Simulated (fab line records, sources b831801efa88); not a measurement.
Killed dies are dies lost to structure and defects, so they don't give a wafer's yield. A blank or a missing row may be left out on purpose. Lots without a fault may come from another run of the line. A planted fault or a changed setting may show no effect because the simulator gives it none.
fab line records | flow gf180mcu
record lots=12 wafers=36 last_day=34
route steps=602 shown VT_IMPLANT@119 DUAL_GATE@147 PSD@261 SAB@277
lots that met no fault: from a run of the same line without faults
start_h: hours from the record's first day to the start of the lot's first wafer shown | wait_h: hours since the lot's step before | " the same as in the row above | L1.1+2: a row that stands for several wafers | - no value, or no start given | * or withheld: withheld | < > ~ a bound
route shown NAME@n: a module of which the file shows steps, and the number in the route of the first | usual: mean/standard deviation of fault-free wafers | same: alike in all rows | chamber/n: place in a boat | sites: the reading at each site | _std_site: their standard deviation | _edge_site: outer sites' mean less inner sites' | radius_mm: how far each site lies from the wafer's centre | mask NAME#n: copy n | behind: the tool/chamber that last shaped the wafer | hold: why the lot was held/for how many hours/how that ended | device: the transistor (n, p or np) that didn't switch | end of line: the same wafers' tests at the end of the route | a step without rows: its recipe alone | killed: dies lost to structure and defects at the first sort, not the wafer's yield | map: a wafer's dies, x killed, . not, _ none there
set.NAME: the setting as run; set.NAME@STEP: as run at that earlier step | model.NAME: the simulator's own value behind a step, which no gauge read
steps of the route over a sample of lots; a table a step, a row a wafer
services: from which hour (start_h, from the record's first day; less than 0 if before it) a tool's chamber was out of use, for how many hours, and why
## steps
# step GF_VT_IMPLANT_OVL_MEAS_29
# usual VT_IMPLANT_02_OVL=-0.3/1.6
# columns lot.wafer tool chamber start_h wait_h VT_IMPLANT_02_OVL[nm]
L487.1 overlay-02 - 147.70 0.1 -0.2
L487.4 " - " " 2.5
L487.5 " - " " 0.8
L488.1 overlay-02 - 159.81 0.1 -2.0
L488.4 " - " " -2.0
L488.5 " - " " 0.0
L490.1 overlay-01 - 169.11 0.1 -1.8
L490.2 " - " " 0.1
L490.5 " - " " -2.8
L492.2 overlay-01 - 179.96 0.1 2.0
L492.3 " - " " 1.8
L492.5 " - " " 0.6
L493.3 overlay-01 - 191.57 0.1 1.7
L493.5 " - " " 0.8
L493.6 " - " " -0.9
L495.1 overlay-01 - 200.61 0.1 0.6
L495.2 " - " " -0.1
L495.4 " - " " 1.1
L501.4 overlay-02 - 239.77 0.1 -1.9
L501.5 " - " " -0.5
L501.6 " - " " 0.4
L502.1 overlay-02 - 245.50 0.1 -3.5
L502.2 " - " " 1.6
L502.6 " - " " -1.7
L504.2 overlay-01 - 257.71 0.1 -2.4
L504.5 " - " " -4.1
L504.6 " - " " -1.2
L505.1 overlay-02 - 264.86 0.1 0.4
L505.2 " - " " -0.8
L505.5 " - " " 0.0
L506.2 overlay-01 - 269.26 0.1 -0.8
L506.3 " - " " -0.6
L506.5 " - " " 2.2
L507.2 overlay-02 - 282.01 0.1 -1.0
L507.3 " - " " -2.4
L507.5 " - " " -1.6
# step GF_DUAL_GATE_COAT_06
# recipe resist=NOVOLAK spin_rpm=3000 resist_thk_nm=1000
# columns lot.wafer tool chamber start_h wait_h
L487.1+4+5 litho_track-02 0 175.70 0.1
L488.1+4+5 litho_track-04 0 185.76 0.1
L490.1+2+5 litho_track-02 0 196.85 0.1
L492.2+3+5 litho_track-02 0 208.48 0.1
L493.3+5+6 litho_track-04 0 219.51 0.1
L495.1+2+4 litho_track-04 0 230.36 0.1
L501.4+5+6 litho_track-02 0 270.53 0.1
L502.1+2+6 litho_track-02 0 277.40 0.1
L504.2+5+6 litho_track-04 0 289.73 0.1
L505.1+2+5 litho_track-03 0 297.31 0.1
L506.2+3+5 litho_track-04 0 300.73 0.1
L507.2+3+5 litho_track-04 0 314.48 0.1
# step GF_DUAL_GATE_STRIP_13
# recipe chemistry=O2/N2 power_w=1346 pressure_mtorr=1500 platen_temp_c=250 o2_flow_sccm=3000 n2_flow_sccm=300 overash_fraction=0.5
# usual chamber_pressure_mTorr=1499.9/1.6 drypump_motor_current_A=6.0/0.43 heater_power_w=310/31 oes_product_au=0.701/0.0043 strip_time_to_endpoint_s=12.96/0.039
# columns lot.wafer tool chamber start_h wait_h chamber_pressure_mTorr drypump_motor_current_A heater_power_w oes_product_au rf_hours_counter_h strip_time_to_endpoint_s
L487.1 plasma_asher-01 1 184.53 0.0 1497.6 5.1 330 0.702 7 12.95
L487.4 " 0 " " 1499.4 6.2 249 0.701 - 12.92
L487.5 " 0 " " 1498.7 6.2 249 0.703 - 12.93
L488.1 plasma_asher-01 1 193.97 0.0 1497.4 5.1 332 0.700 8 12.99
L488.4 " 1 " " 1499.5 5.1 329 0.696 - 12.96
L488.5 " 0 " " 1497.3 6.2 252 0.699 - 12.97
L490.1 plasma_asher-02 0 205.13 0.0 1500.0 5.7 302 0.701 40 12.90
L490.2 " 1 " " 1499.8 6.2 325 0.710 40 12.97
L490.5 " 0 " " 1497.5 5.7 301 0.697 - 12.98
L492.2 plasma_asher-02 1 217.43 0.0 1499.8 6.2 336 0.695 41 12.94
L492.3 " 0 " " 1501.4 5.7 308 0.698 - 12.94
L492.5 " 1 " " 1498.3 6.1 332 0.698 - 12.91
L493.3 plasma_asher-04 1 228.62 0.0 1502.4 6.2 317 0.704 - 12.98
L493.5 " 1 " " 1499.3 6.2 317 0.708 - 12.96
L493.6 " 0 " " 1501.0 6.2 327 0.699 - 12.96
L495.1 plasma_asher-04 0 239.37 0.0 1500.7 6.2 332 0.698 58 12.95
L495.2 " 1 " " 1499.7 6.2 309 0.688 58 12.95
L495.4 " 1 " " 1499.0 6.2 316 0.700 - 12.90
L501.4 plasma_asher-02 0 280.31 0.0 1499.1 5.7 310 0.699 - 12.63
L501.5 " 1 " " 1501.3 6.2 327 0.709 - 12.64
L501.6 " 0 " " 1496.7 5.7 300 0.697 - 12.64
L502.1 plasma_asher-01 0 287.07 0.0 1499.6 6.2 251 0.697 17 12.59
L502.2 " 1 " " 1500.6 5.1 333 0.699 17 12.62
L502.6 " 1 " " 1501.3 5.1 328 0.703 - 12.60
L504.2 plasma_asher-02 0 299.62 0.0 1500.3 5.7 305 0.701 49 12.97
L504.5 " 1 " " 1499.8 6.2 320 0.697 - 13.01
L504.6 " 0 " " 1502.8 5.7 301 0.705 - 12.98
L505.1 plasma_asher-04 0 307.52 0.0 1496.8 6.3 332 0.706 66 12.96
L505.2 " 1 " " 1501.4 6.2 305 0.703 66 12.99
L505.5 " 0 " " 1500.0 6.3 330 0.699 - 12.97
L506.2 plasma_asher-04 1 311.33 0.0 1500.6 6.2 309 0.704 66 12.95
L506.3 " 0 " " 1500.7 6.3 332 0.704 - 12.99
L506.5 " 1 " " 1497.6 6.2 311 0.689 - 12.99
L507.2 plasma_asher-01 0 324.97 0.0 1500.5 6.2 248 0.700 21 12.98
L507.3 " 0 " " 1499.5 6.2 248 0.703 - 12.90
L507.5 " 1 " " 1502.2 5.1 334 0.700 - 12.92
# step GF_PSD_RTA_13
# recipe temp_c=1025 time_s=20 ambient=N2
# usual chamber_o2_ppm=1.998/0.021 lamp_power_pct=32/3.4 wafer_temp_C_max=1030.1/1.2
# columns lot.wafer tool chamber start_h wait_h chamber_o2_ppm lamp_power_pct wafer_temp_C_max
L487.1 rtp_anneal-02 0 327.87 0.0 1.991 36 1029.6
L487.4 " 0 " " 1.995 36 1027.4
L487.5 " 0 " " 1.997 36 1029.9
L488.1 rtp_anneal-01 0 338.58 0.0 2.021 29 1030.4
L488.4 " 0 " " 1.993 29 1029.4
L488.5 " 0 " " 1.968 29 1030.1
L490.1 rtp_anneal-02 0 352.42 0.0 2.019 36 1029.2
L490.2 " 0 " " 2.016 36 1030.2
L490.5 " 0 " " 2.005 36 1030.6
L492.2 rtp_anneal-02 0 369.24 0.0 1.985 36 1029.1
L492.3 " 0 " " 1.979 36 1030.5
L492.5 " 0 " " 1.978 36 1030.9
L493.3 rtp_anneal-01 0 381.10 0.0 2.001 29 1031.2
L493.5 " 0 " " 2.011 29 1030.8
L493.6 " 0 " " 1.990 29 1029.8
L495.1 rtp_anneal-02 0 395.16 0.0 1.995 36 1029.0
L495.2 " 0 " " 2.023 36 1028.5
L495.4 " 0 " " 1.986 36 1028.7
L501.4 rtp_anneal-01 0 446.41 0.0 1.969 29 1031.1
L501.5 " 0 " " 2.020 29 1029.3
L501.6 " 0 " " 2.032 29 1033.5
L502.1 rtp_anneal-01 0 454.33 0.0 2.015 29 1029.3
L502.2 " 0 " " 2.007 29 1030.2
L502.6 " 0 " " 2.003 29 1028.9
L504.2 rtp_anneal-01 0 471.85 0.0 2.001 29 1030.3
L504.5 " 0 " " 1.994 29 1031.0
L504.6 " 0 " " 2.007 29 1029.7
L505.1 rtp_anneal-01 0 478.06 0.0 1.968 29 1031.2
L505.2 " 0 " " 1.985 29 1032.8
L505.5 " 0 " " 1.992 29 1031.3
L506.2 rtp_anneal-01 0 483.83 0.0 1.999 29 1029.7
L506.3 " 0 " " 1.973 29 1031.9
L506.5 " 0 " " 1.944 29 1030.7
L507.2 rtp_anneal-02 0 499.30 0.0 1.990 36 1031.5
L507.3 " 0 " " 1.980 36 1029.7
L507.5 " 0 " " 1.957 36 1030.9
# step GF_SAB_STRIP_13
# recipe chemistry=O2/N2 power_w=1400 pressure_mtorr=1500 platen_temp_c=250 o2_flow_sccm=3000 n2_flow_sccm=300 overash_fraction=0.5
# usual chamber_pressure_mTorr=1500.1/1.3 drypump_motor_current_A=5.7/0.44 heater_power_w=305/30 oes_product_au=0.709/0.0053 strip_time_to_endpoint_s=12.59/0.037
# columns lot.wafer tool chamber start_h wait_h chamber_pressure_mTorr drypump_motor_current_A heater_power_w oes_product_au rf_hours_counter_h strip_time_to_endpoint_s
L487.1 plasma_asher-01 1 349.06 0.0 1500.2 5.1 329 0.709 24 12.60
L487.4 " 0 " " 1500.3 6.2 245 0.704 - 12.61
L487.5 " 0 " " 1499.7 6.2 241 0.707 - 12.57
L488.1 plasma_asher-02 1 360.96 0.0 1500.2 6.2 326 0.712 55 12.64
L488.4 " 0 " " 1500.4 5.7 299 0.704 - 12.67
L488.5 " 0 " " 1500.7 5.7 295 0.713 - 12.64
L490.1 plasma_asher-02 1 374.61 0.0 1499.2 6.2 324 0.703 56 12.59
L490.2 " 0 " " 1498.2 5.7 307 0.710 56 12.56
L490.5 " 0 " " 1499.2 5.7 303 0.711 - 12.58
L492.2 plasma_asher-01 1 393.14 0.0 1499.0 5.1 334 0.703 29 12.61
L492.3 " 1 " " 1500.1 5.1 336 0.711 - 12.57
L492.5 " 0 " " 1500.7 6.2 251 0.711 - 12.61
L493.3 plasma_asher-01 0 404.94 0.0 1501.6 6.2 244 0.709 - 12.56
L493.5 " 0 " " 1500.5 6.2 247 0.711 - 12.63
L493.6 " 1 " " 1500.8 5.1 335 0.708 - 12.61
L495.1 plasma_asher-02 0 419.16 0.0 1498.9 5.7 302 0.707 58 12.66
L495.2 " 1 " " 1499.2 6.2 326 0.710 58 12.64
L495.4 " 0 " " 1502.5 5.7 297 0.709 - 12.63
L501.4 plasma_asher-03 0 471.34 0.0 1500.3 5.9 325 0.709 - 12.62
L501.5 " 1 " " 1501.0 5.1 300 0.707 - 12.58
L501.6 " 0 " " 1498.5 5.9 318 0.703 - 12.60
L502.1 plasma_asher-02 0 479.36 0.0 1498.8 5.7 311 0.716 65 12.56
L502.2 " 1 " " 1499.5 6.2 327 0.714 65 12.56
L502.6 " 1 " " 1499.5 6.2 333 0.723 - 12.58
L504.2 plasma_asher-03 0 495.20 0.0 1499.5 5.9 320 0.718 7 12.58
L504.5 " 0 " " 1500.9 5.9 323 0.709 - 12.55
L504.6 " 1 " " 1499.2 5.1 295 0.703 - 12.58
L505.1 plasma_asher-03 1 501.75 0.0 1502.6 5.1 298 0.704 8 12.57
L505.2 " 0 " " 1499.6 5.8 315 0.705 8 12.60
L505.5 " 1 " " 1501.7 5.1 296 0.705 - 12.58
L506.2 plasma_asher-02 0 506.85 0.0 1500.8 5.7 291 0.709 68 12.61
L506.3 " 0 " " 1497.7 5.7 293 0.719 - 12.58
L506.5 " 1 " " 1502.8 6.2 330 0.711 - 12.53
L507.2 plasma_asher-01 1 523.16 0.0 1499.3 5.1 338 0.712 44 12.59
L507.3 " 1 " " 1499.0 5.1 328 0.713 - 12.58
L507.5 " 1 " " 1502.1 5.1 335 0.713 - 12.61
## services
# columns tool chamber start_h hours kind
plasma_asher-04 - 174.74 1.2 repair
plasma_asher-02 - 234.37 4.3 pm
plasma_asher-02 - 272.93 4.9 repair
plasma_asher-02 - 381.10 25.7 repair
plasma_asher-03 - 396.13 0.4 repair
plasma_asher-03 - 421.25 9.0 pm
plasma_asher-03 0 421.25 9.7 vent_cycle
plasma_asher-03 1 421.25 9.7 vent_cycle
plasma_asher-04 - 423.19 3.5 repair
plasma_asher-03 - 427.15 3.8 repair
plasma_asher-03 0 430.25 - clean
plasma_asher-03 1 430.25 - clean
litho_track-02 - 439.48 - consumable_replace:filter
plasma_asher-01 - 450.94 2.4 repair
plasma_asher-04 - 484.01 14.6 pm
plasma_asher-03 - 503.06 14.9 repair
plasma_asher-01 - 510.45 1.6 repair
## key
first_sign step=GF_DUAL_GATE_STRIP_13 reading=strip_time_to_endpoint_s direction=down sigmas=8.9 usual=* struck=*
effect none on later readings
met_at GF_DUAL_GATE_COAT_06
struck_lots L501,L502
tester_left_out L501,L502
not_acting_at GF_VT_IMPLANT_OVL_MEAS_29,GF_PSD_RTA_13,GF_SAB_STRIP_13
onset_between 208.48 270.53
fault kind=process_parameter_drift tool=litho_track-02 chamber=- onset_h=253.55 steps=GF_DUAL_GATE_COAT_06 channel=resist_thk_nm offset=* shape=step end_h=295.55 acts_in=* stated=*
# tester_left_out: of these lots the tester's yield and bins aren't shown, on N5 and GAA mostly nor the transistor test; their killed dies are dies lost to structure and defects alone, not to doping, threshold or leakage, so they don't give the yield
